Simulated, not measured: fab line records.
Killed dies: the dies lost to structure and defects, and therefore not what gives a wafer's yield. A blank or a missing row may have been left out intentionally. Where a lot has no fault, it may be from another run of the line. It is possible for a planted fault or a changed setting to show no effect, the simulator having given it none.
fab line records | flow sky130
[record] lots = 6 wafers = 18 last-day = 49
route steps=708 shown NWELL@82 PWDE@84 VT_ADJUST_HVTP@85 PAD_OPEN@708
lots untouched by any fault: they come from a run of this same line in which no faults occurred
start-h: start of the lot's first displayed wafer, in hours after the record's first day | wait-h: hours elapsed since this lot's preceding step | " identical to the entry in the row above | L1.1+2: several wafers, shown together as one row | - either no value or no given start | * or withheld: withheld | < > ~ a bound
route shown NAME@n: names a module that has steps shown in the file, with the first one's number in the route | usual: mean/standard deviation of fault-free wafers | same: alike in all rows | chamber/n: place in a boat | sites: per-site readings | _std_site: standard deviation across them | _edge_site: outer sites' mean less inner sites' | radius-mm: for every site, how far away it sits from the centre of the wafer | mask NAME#n: copy n | behind: the last tool/chamber to shape the wafer | hold: reason for holding the lot/hours on hold/outcome of the hold | device: transistor that didn't switch, given as n, p or np | end of line: tests of these same wafers at the route's end | a step given without rows: its recipe and nothing more | killed: the dies lost at the first sort to structure and to defects; this is not the yield of the wafer | map: dies across one wafer; x = killed, . = not, _ = none there
set.NAME: the setting the step ran with; set.NAME@STEP: the setting that earlier step ran with | model.NAME: the simulator's own value behind a step, which no gauge read
lots at selected steps of the route; one table per step, one row per wafer
services: from which hour (start-h, from the record's first day; less than 0 if before it) a tool's chamber was out of use, for how many hours, and why
[[steps]]
[step SKY_NWELL_RS_MEAS_29]
[recipe] thk-meas-gauge = four-point-probe
[usual] NWELL_RS = 625.3/1.5
// columns lot.wafer tool chamber start-h wait-h NWELL_RS[ohm/sq]
L964.3 film-metro-04 - 147.57 0.1 624.1
L964.4 " - " " 625.9
L964.5 " - " " 623.4
L968.2 film-metro-01 - 172.88 0.1 623.8
L968.3 " - " " 624.0
L968.4 " - " " 626.6
L971.2 film-metro-02 - 193.94 0.1 622.8
L971.4 " - " " 625.8
L971.6 " - " " 623.5
L972.3 film-metro-04 - 195.86 0.1 626.3
L972.4 " - " " 623.2
L972.6 " - " " 625.1
L973.3 film-metro-02 - 200.96 0.1 625.2
L973.4 " - " " 625.4
L973.6 " - " " 625.3
L975.2 film-metro-04 - 212.74 0.1 627.1
L975.5 " - " " 626.9
L975.6 " - " " 626.6
[step SKY_NWELL_RS_MEAS_31]
[recipe] thk-meas-gauge = four-point-probe
[usual] PWDE_RS = 5272/16
// columns lot.wafer tool chamber start-h wait-h PWDE_RS[ohm/sq]
L964.3 film-metro-04 - 147.81 0.1 5263
L964.4 " - " " 5248
L964.5 " - " " 5258
L968.2 film-metro-01 - 173.12 0.1 5289
L968.3 " - " " 5284
L968.4 " - " " 5280
L971.2 film-metro-02 - 194.18 0.1 5287
L971.4 " - " " 5278
L971.6 " - " " 5286
L972.3 film-metro-04 - 196.10 0.1 5260
L972.4 " - " " 5252
L972.6 " - " " 5255
L973.3 film-metro-02 - 201.20 0.1 5279
L973.4 " - " " 5265
L973.6 " - " " 5248
L975.2 film-metro-04 - 212.98 0.1 5284
L975.5 " - " " 5267
L975.6 " - " " 5243
[step SKY_VT_ADJUST_HVTP_DEHYDRATE_00]
[recipe] temp-c = 200 time-s = 60
[step SKY_VT_ADJUST_HVTP_HMDS_01]
[recipe] prime-time-s = 60 prime-temp-c = 120
[step SKY_VT_ADJUST_HVTP_COAT_02]
[recipe] resist = NOVOLAK spin-rpm = 3000 resist-thk-nm = 1140
[step SKY_VT_ADJUST_HVTP_SOFTBAKE_03]
[recipe] temp-c = 91.11 time-s = 60 resist = NOVOLAK
[step SKY_VT_ADJUST_HVTP_EXPOSE_04]
[recipe] mask-id = HVTPM na = 0.6 source-shape = conventional sigma-outer = 0.6 polarization = unpolarized target-cd-nm = 380 dose-mj = 140
[step SKY_VT_ADJUST_HVTP_PEB_05]
[recipe] temp-c = withheld time-s = * resist = NOVOLAK
[step SKY_VT_ADJUST_HVTP_DEVELOP_06]
[recipe] resist = NOVOLAK developer = TMAH develop-time-s = 60 dev-temp-c = 23
[step SKY_VT_ADJUST_HVTP_CD_MEAS_07]
[recipe] target-cd-nm = 380
[usual] cd-nm = 379.0/2.6
// columns lot.wafer tool chamber start-h wait-h cd-nm
L964.3 cd-sem-02 - 166.71 0.1 376.6
L964.4 " - " " 377.7
L964.5 " - " " 379.5
L968.2 cd-sem-01 - 194.10 0.1 380.6
L968.3 " - " " 381.0
L968.4 " - " " 379.0
L971.2 cd-sem-01 - 216.29 0.1 377.3
L971.4 " - " " 376.6
L971.6 " - " " 375.8
L972.3 cd-sem-01 - 217.86 0.1 378.8
L972.4 " - " " 378.1
L972.6 " - " " 379.5
L973.3 cd-sem-01 - 222.47 0.1 382.6
L973.4 " - " " 380.4
L973.6 " - " " 379.5
L975.2 cd-sem-01 - 235.74 0.1 376.7
L975.5 " - " " 376.9
L975.6 " - " " 378.9
[step SKY_VT_ADJUST_HVTP_OVL_MEAS_08]
[usual] VT_ADJUST_HVTP_OVL = 0.7/1.4
// columns lot.wafer tool chamber start-h wait-h VT_ADJUST_HVTP_OVL[nm]
L964.3 overlay-02 - 166.81 0.1 -1.0
L964.4 " - " " 0.2
L964.5 " - " " -0.8
L968.2 overlay-02 - 194.21 0.1 1.4
L968.3 " - " " 1.9
L968.4 " - " " 2.6
L971.2 overlay-02 - 216.40 0.1 -1.0
L971.4 " - " " -2.2
L971.6 " - " " -0.2
L972.3 overlay-02 - 217.96 0.1 -2.1
L972.4 " - " " 0.7
L972.6 " - " " 0.3
L973.3 overlay-01 - 222.56 0.1 -0.9
L973.4 " - " " -0.3
L973.6 " - " " 1.4
L975.2 overlay-02 - 235.85 0.1 -1.3
L975.5 " - " " 0.0
L975.6 " - " " -0.2
[step SKY_VT_ADJUST_HVTP_IMPLANT_09]
[recipe] species = As energy-kev = 150 dose-cm2 = 4.3e+12 tilt-deg = withheld
[usual] dose-ions-cm2 = 4.3e+12/5.1e+09 faraday-current-uA = 24.2/0.45
// columns lot.wafer tool chamber start-h wait-h dose-ions-cm2 faraday-current-uA
L964.3 implanter-04 0 166.88 0.1 4.296e+12 23.5
L964.4 " 0 " " 4.295e+12 24.4
L964.5 " 0 " " 4.304e+12 24.7
L968.2 implanter-03 0 194.26 0.0 4.299e+12 23.9
L968.3 " 0 " " 4.286e+12 24.2
L968.4 " 0 " " 4.296e+12 23.5
L971.2 implanter-03 0 216.45 0.0 2.877e+12 15.9
L971.4 " 0 " " 2.877e+12 16.2
L971.6 " 0 " " 2.876e+12 16.7
L972.3 implanter-04 0 218.03 0.1 4.301e+12 24.0
L972.4 " 0 " " 4.301e+12 24.3
L972.6 " 0 " " 4.306e+12 24.0
L973.3 implanter-02 0 222.64 0.1 4.305e+12 24.2
L973.4 " 0 " " 4.302e+12 24.1
L973.6 " 0 " " 4.305e+12 24.0
L975.2 implanter-03 0 235.90 0.0 2.873e+12 16.5
L975.5 " 0 " " 2.869e+12 16.2
L975.6 " 0 " " 2.882e+12 16.1
[step SKY_VT_ADJUST_HVTP_STRIP_10]
[recipe] chemistry = O2/N2 power-w = 1400 pressure-mtorr = 1500 platen-temp-c = withheld o2-flow-sccm = 3000 n2-flow-sccm = 300 overash-fraction = 0.5
[usual] drypump-motor-current-A = 5.7/0.38 oes-product-au = 0.716/0.0038 strip-time-to-endpoint-s = 14.14/0.038
// columns lot.wafer tool chamber start-h wait-h drypump-motor-current-A oes-product-au rf-hours-counter-h strip-time-to-endpoint-s
L964.3 plasma-asher-03 0 167.01 0.1 6.0 0.717 - 14.15
L964.4 " 1 " " 5.3 0.716 - 14.17
L964.5 " 1 " " 5.3 0.715 - 14.16
L968.2 plasma-asher-02 1 194.39 0.1 6.2 0.717 39 14.17
L968.3 " 1 " " 6.1 0.712 - 14.13
L968.4 " 0 " " 5.3 0.709 - 14.19
L971.2 plasma-asher-04 0 216.58 0.1 5.6 0.712 54 14.15
L971.4 " 1 " " 6.0 0.724 - 14.18
L971.6 " 0 " " 5.6 0.716 - 14.11
L972.3 plasma-asher-02 1 218.16 0.1 6.2 0.711 - 14.12
L972.4 " 0 " " 5.3 0.717 - 14.09
L972.6 " 1 " " 6.2 0.713 - 14.10
L973.3 plasma-asher-04 0 222.77 0.1 5.6 0.715 - 14.08
L973.4 " 1 " " 6.0 0.717 - 14.11
L973.6 " 1 " " 6.0 0.719 - 14.14
L975.2 plasma-asher-04 1 236.03 0.1 6.0 0.714 56 14.06
L975.5 " 1 " " 6.0 0.711 - 14.10
L975.6 " 0 " " 5.6 0.715 - 14.12
[step SKY_VT_ADJUST_HVTP_TW_MEAS_11]
[usual] VT_ADJUST_HVTP_TW = 1343/8.2
// columns lot.wafer tool chamber start-h wait-h hold VT_ADJUST_HVTP_TW
L964.3 film-metro-04 - 167.10 0.1 - 1337
L964.4 " - " " - 1339
L964.5 " - " " - 1335
L968.2 film-metro-04 - 194.50 0.1 - 1350
L968.3 " - " " - 1340
L968.4 " - " " - 1350
L971.2 film-metro-03 - 216.69 0.1 await-dispo/0.2h/release 1187
L971.4 " - " " await-dispo/0.2h/release 1186
L971.6 " - " " await-dispo/0.2h/release 1193
L971.2 film-metro-03 - 216.91 0.2 - 1183
L971.4 " - " " - 1188
L971.6 " - " " - 1181
L972.3 film-metro-01 - 218.25 0.1 - 1344
L972.4 " - " " - 1342
L972.6 " - " " - 1349
L973.3 film-metro-01 - 222.86 0.1 - 1345
L973.4 " - " " - 1346
L973.6 " - " " - 1344
L975.2 film-metro-04 - 236.14 0.1 await-dispo/0.2h/release 1178
L975.5 " - " " await-dispo/0.2h/release 1183
L975.6 " - " " await-dispo/0.2h/release 1178
L975.2 film-metro-04 - 236.36 0.2 - 1180
L975.5 " - " " - 1184
L975.6 " - " " - 1181
[step SKY_PAD_OPEN_PROBE_99]
[usual] killed_at_M0_to_M3 = 42/6.6 killed_at_M4_up = 3.0/1.7 killed-at-contacts = 24/5.3 killed-at-front-end = 15/4.5 killed-at-other = 0.2/0.49 killed-dies = 83/9 killed-open = 45/6.9 killed-short = 38/5.8
[same] gross-dies = 492 killed-at-back-side = 0
// columns lot.wafer tool chamber start-h wait-h hold killed_at_M0_to_M3 killed_at_M4_up killed-at-contacts killed-at-front-end killed-at-other killed-dies killed-open killed-short model.etest.tip-p.rs-ohm-sq model.etest.pfet_01v8.r-on-ohm-um model.etest.pfet_01v8.drive-ua-um model.etest.pfet_01v8_mvt.drive-ua-um model.etest.pfet_01v8_hvt.drive-ua-um model.etest.sram-pfet-latch.drive-ua-um model.etest.pfet_01v8_mvt.off-log10-a-um model.etest.pfet_01v8.off-log10-a-um
L964.3 prober-01 - 1117.86 0.2 - 52 4 23 20 0 99 49 47 7018 2987 185.8 146.2 139.9 138.2 -11.4 -10.36
L964.4 prober-01 - 1117.91 0.2 - 49 1 23 8 0 81 46 35 7040 2980 185.7 144.8 138.1 133.7 -11.47 -10.37
L964.5 prober-01 - 1117.96 0.2 - 39 3 29 13 1 85 44 41 7045 3048 181.5 142.3 136.3 134.2 -11.57 -10.72
L968.2 prober-02 - 1151.66 0.1 - 53 2 18 21 0 94 47 47 6985 2886 192.5 151.2 144.7 136.9 -10.95 -9.67
L968.3 prober-02 - 1151.71 0.2 - 50 7 20 11 0 88 54 34 6993 2833 200.7 153.7 149.2 148.8 -10.9 -9.487
L968.4 prober-02 - 1151.76 0.2 - 54 1 19 17 0 91 57 34 6931 2835 196.5 153.7 147.5 151.9 -10.91 -9.455
L972.3 prober-02 - 1168.19 0.2 - 51 3 18 21 1 94 51 42 6836 2765 201.8 157.3 151.3 151.1 -10.33 -9.074
L972.4 prober-02 - 1168.24 0.2 - 47 3 23 14 0 87 39 47 6885 2817 200 157 151.4 151.9 -10.37 -9.387
L972.6 prober-02 - 1168.34 0.2 - 57 5 21 24 0 107 61 43 6892 2832 197.6 156.1 147 143.2 -10.52 -9.594
L973.3 prober-01 - 1168.54 0.2 - 54 3 34 22 0 113 65 48 6894 2829 197.8 155.1 149.5 147.6 -10.79 -9.534
L973.4 prober-01 - 1168.59 0.2 - 50 2 29 21 1 103 63 40 6930 2831 197.2 155.2 148.4 144.2 -10.6 -9.665
L973.6 prober-01 - 1168.69 0.2 - 42 2 27 13 1 85 45 39 6867 2734 206 160 156.5 163.3 -10.46 -9.037
L971.2 prober-02 - 1171.13 0.1 await-dispo/6.2h/scrap 39 6 27 20 0 92 42 50 6016 2566 237.9 195.4 172.4 170 -6.628 -7.394
L971.4 prober-02 - 1171.23 0.2 await-dispo/6.2h/scrap 36 2 29 19 0 86 42 44 6044 2522 238.4 197.5 174.7 167.7 -6.792 -7.481
L971.6 prober-02 - 1171.33 0.2 await-dispo/6.2h/scrap 35 3 23 23 0 84 46 38 6042 2582 236.6 195.7 171.9 169 -6.789 -7.543
L975.2 prober-01 - 1172.29 0.1 await-dispo/3.5h/scrap 46 1 23 11 2 83 41 42 6032 2615 234.9 196.9 171.1 170.8 -6.678 -6.992
L975.5 prober-01 - 1172.44 0.2 await-dispo/3.5h/scrap 39 4 21 17 0 81 43 37 6046 2558 236.9 196.3 172.1 169.6 -6.57 -6.988
L975.6 prober-01 - 1172.49 0.2 await-dispo/3.5h/scrap 54 2 16 13 1 86 40 46 6068 2556 238.2 196.7 176.2 171.4 -6.737 -7
// killed by level:class
L964.3 METAL1:geometric-particle:short=9 VIA1:geometric-particle:open=9 CONTACT:geometric-particle:open=7 LI_CONTACT:geometric-particle:open=7 FIELD_ISO:geometric-particle:open=6 VIA1:geometric-particle:short=6 VIA2:geometric-particle:open=6 METAL2:geometric-particle:short=5
L964.4 VIA1:geometric-particle:open=15 VIA2:geometric-particle:open=9 CONTACT:geometric-particle:open=8 CONTACT:geometric-particle:short=6 METAL1:geometric-particle:short=6 POLY_GATE:geometric-particle:short=5 LOCAL_INTERCONNECT:geometric-particle:short=5 LI_CONTACT:geometric-particle:open=4
L964.5 LI_CONTACT:geometric-particle:open=10 CONTACT:geometric-particle:open=9 METAL2:geometric-particle:short=9 VIA1:geometric-particle:open=7 VIA2:geometric-particle:open=5 VIA3:geometric-particle:open=5 CONTACT:geometric-particle:short=4 VIA1:geometric-particle:short=4
L968.2 VIA1:geometric-particle:open=11 FIELD_ISO:geometric-particle:short=9 CONTACT:geometric-particle:open=9 METAL1:geometric-particle:short=9 VIA2:geometric-particle:open=7 VIA3:geometric-particle:open=7 POLY_GATE:geometric-particle:short=6 POLY_GATE:geometric-particle:open=4
L968.3 VIA1:geometric-particle:open=12 VIA3:geometric-particle:open=10 CONTACT:geometric-particle:open=7 VIA2:geometric-particle:open=7 VIA1:geometric-particle:short=5 POLY_GATE:geometric-particle:open=4 LOCAL_INTERCONNECT:geometric-particle:short=4 CONTACT:geometric-particle:short=4
L968.4 VIA1:geometric-particle:open=17 CONTACT:geometric-particle:open=10 VIA2:geometric-particle:open=6 FIELD_ISO:geometric-particle:open=5 POLY_GATE:geometric-particle:short=5 METAL2:geometric-particle:short=5 VIA3:geometric-particle:open=4 CONTACT:geometric-particle:short=4
L972.3 VIA1:geometric-particle:open=15 FIELD_ISO:geometric-particle:short=9 CONTACT:geometric-particle:open=7 METAL2:geometric-particle:short=7 FIELD_ISO:geometric-particle:open=5 VIA1:geometric-particle:short=5 LI_CONTACT:geometric-particle:open=4 LOCAL_INTERCONNECT:geometric-particle:short=4
L972.4 CONTACT:geometric-particle:open=9 VIA3:geometric-particle:open=9 METAL2:geometric-particle:short=9 CONTACT:geometric-particle:short=8 METAL1:geometric-particle:short=7 VIA1:geometric-particle:open=5 FIELD_ISO:geometric-particle:short=4 VIA2:geometric-particle:open=4
L972.6 VIA1:geometric-particle:open=19 CONTACT:geometric-particle:open=11 FIELD_ISO:geometric-particle:short=9 VIA2:geometric-particle:open=8 VIA1:geometric-particle:short=8 POLY_GATE:geometric-particle:open=6 METAL2:geometric-particle:short=6 FIELD_ISO:geometric-particle:open=5
L973.3 LI_CONTACT:geometric-particle:open=16 VIA1:geometric-particle:open=11 VIA2:geometric-particle:open=10 METAL2:geometric-particle:short=10 POLY_GATE:geometric-particle:open=7 CONTACT:geometric-particle:open=7 METAL1:geometric-particle:short=7 POLY_GATE:geometric-particle:short=6
L973.4 CONTACT:geometric-particle:open=18 VIA1:geometric-particle:open=14 METAL2:geometric-particle:short=8 METAL1:geometric-particle:short=7 VIA3:geometric-particle:open=7 FIELD_ISO:geometric-particle:open=5 POLY_GATE:geometric-particle:open=5 POLY_GATE:geometric-particle:short=4
L973.6 LI_CONTACT:geometric-particle:open=9 CONTACT:geometric-particle:open=9 METAL1:geometric-particle:short=8 VIA2:geometric-particle:open=8 VIA1:geometric-particle:open=7 CONTACT:geometric-particle:short=6 VIA1:geometric-particle:short=5 METAL3:geometric-particle:short=5
L971.2 VIA2:geometric-particle:open=10 CONTACT:geometric-particle:open=8 CONTACT:geometric-particle:short=8 METAL1:geometric-particle:short=8 POLY_GATE:geometric-particle:short=6 LI_CONTACT:geometric-particle:open=6 VIA1:geometric-particle:open=6 LOCAL_INTERCONNECT:geometric-particle:short=5
L971.4 CONTACT:geometric-particle:open=10 VIA1:geometric-particle:open=9 LOCAL_INTERCONNECT:geometric-particle:short=7 FIELD_ISO:geometric-particle:short=6 LI_CONTACT:geometric-particle:open=5 METAL2:geometric-particle:short=5 CONTACT:geometric-particle:short=4 METAL1:geometric-particle:short=4
L971.6 VIA2:geometric-particle:open=10 FIELD_ISO:geometric-particle:short=7 LI_CONTACT:geometric-particle:open=7 VIA1:geometric-particle:open=7 CONTACT:geometric-particle:short=5 POLY_GATE:geometric-particle:short=4 SPACER:geometric-particle:short=4 LOCAL_INTERCONNECT:geometric-particle:short=4
L975.2 VIA1:geometric-particle:open=9 CONTACT:geometric-particle:open=7 METAL1:geometric-particle:short=7 LI_CONTACT:geometric-particle:open=6 LOCAL_INTERCONNECT:geometric-particle:short=6 METAL2:geometric-particle:short=6 VIA3:geometric-particle:short=5 VIA3:geometric-particle:open=5
L975.5 VIA1:geometric-particle:open=10 LI_CONTACT:geometric-particle:open=6 VIA3:geometric-particle:open=6 FIELD_ISO:geometric-particle:short=5 POLY_GATE:geometric-particle:open=5 LOCAL_INTERCONNECT:geometric-particle:short=5 CONTACT:geometric-particle:open=5 VIA1:geometric-particle:short=5
L975.6 VIA1:geometric-particle:open=13 METAL1:geometric-particle:short=9 METAL2:geometric-particle:short=8 VIA1:geometric-particle:short=8 VIA2:geometric-particle:open=6 CONTACT:geometric-particle:open=5 LI_CONTACT:geometric-particle:open=4 POLY_GATE:geometric-particle:open=3
// map L971.2 (x killed, . not)
__________.xx.....x._________
________.x....x..xx.x._______
______.....xx...x...x..._____
_____...xx......x........____
____..x.x..........x......___
___xx.x.....xxx...........x__
__...xxxx.........xx.x......_
_x.....x.....xx.........x.x..
_...xx....x....x.............
_............xx.x.xx.x.......
_.........xxx................
_....x..xx.....x.......xx..x.
_....x....x....x..x.xx.......
_................xxx.....x...
_..........x.x........x..x..x
__....x.x......x............_
___.x...........x..x......x__
____.....x................___
_____...........x...xxx..____
______..........x....x.._____
________....x...x..x.._______
__________...x...x.._________
// map L975.6 (x killed, . not)
__________.........._________
________.............._______
______....x.x..........._____
_____....xx............x.____
____.....xx.............x.___
___....x...................__
__...x.x.x.....x.x........x._
_x....x.x........xx..........
_............x...x.........x.
_..x.x....x..x..x........x...
_..xx.......x.xx......x..x...
_....x.........x...x.xx..x.x.
_................x..x......x.
_.............x...x.......x.x
_.x..xxx....x...x.xx..x..xx..
__..........x.........x.x..._
___..x...xx.x.....xxxx.....__
____x...................x.___
_____..........x..x......____
______.......x...xx.x..x_____
________.....x......x._______
__________....x..xx._________
[[services]]
// columns tool chamber start-h hours kind
implanter-03 - 143.10 4.2 pm
implanter-04 - 175.30 3.5 pm
plasma-asher-04 - 208.02 0.7 repair
implanter-03 - 219.28 2.8 repair
implanter-02 - 230.23 4.6 repair
[[key]]
[first-sign] step = SKY_VT_ADJUST_HVTP_IMPLANT_09 reading = dose-ions-cm2 direction = down sigmas = 99+ usual = * struck = *
[effect] step = SKY_VT_ADJUST_HVTP_IMPLANT_09 reading = faraday-current-uA direction = down sigmas = 17 usual = 24.2 struck = 16.3
[effect] step = SKY_VT_ADJUST_HVTP_TW_MEAS_11 reading = visit direction = added
[effect] step = SKY_VT_ADJUST_HVTP_TW_MEAS_11 reading = VT_ADJUST_HVTP_TW direction = down sigmas = 19 usual = 1343 struck = 1184
[effect] step = SKY_PAD_OPEN_PROBE_99 reading = hold direction = added
[model-effect] step = SKY_PAD_OPEN_PROBE_99 value = etest.tip-p.rs-ohm-sq without = 6918 struck = 6041
met-at SKY_VT_ADJUST_HVTP_IMPLANT_09
struck-wafers L971.2,L971.4,L971.6,L975.2,L975.5,L975.6
tester-left-out L971,L975
onset-between 194.26 216.45
[fault] kind = process-parameter-drift tool = implanter-03 chamber = - onset-h = 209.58 steps = SKY_VT_ADJUST_HVTP_IMPLANT_09 channel = dose-cm2 offset = * shape = step end-h = 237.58 acts-in = * stated = *
// tester-left-out: of these lots the tester's yield and bins aren't shown, on N5 and GAA mostly nor the transistor test; their killed dies are dies lost to structure and defects alone, not to doping, threshold or leakage, so they don't give the yield
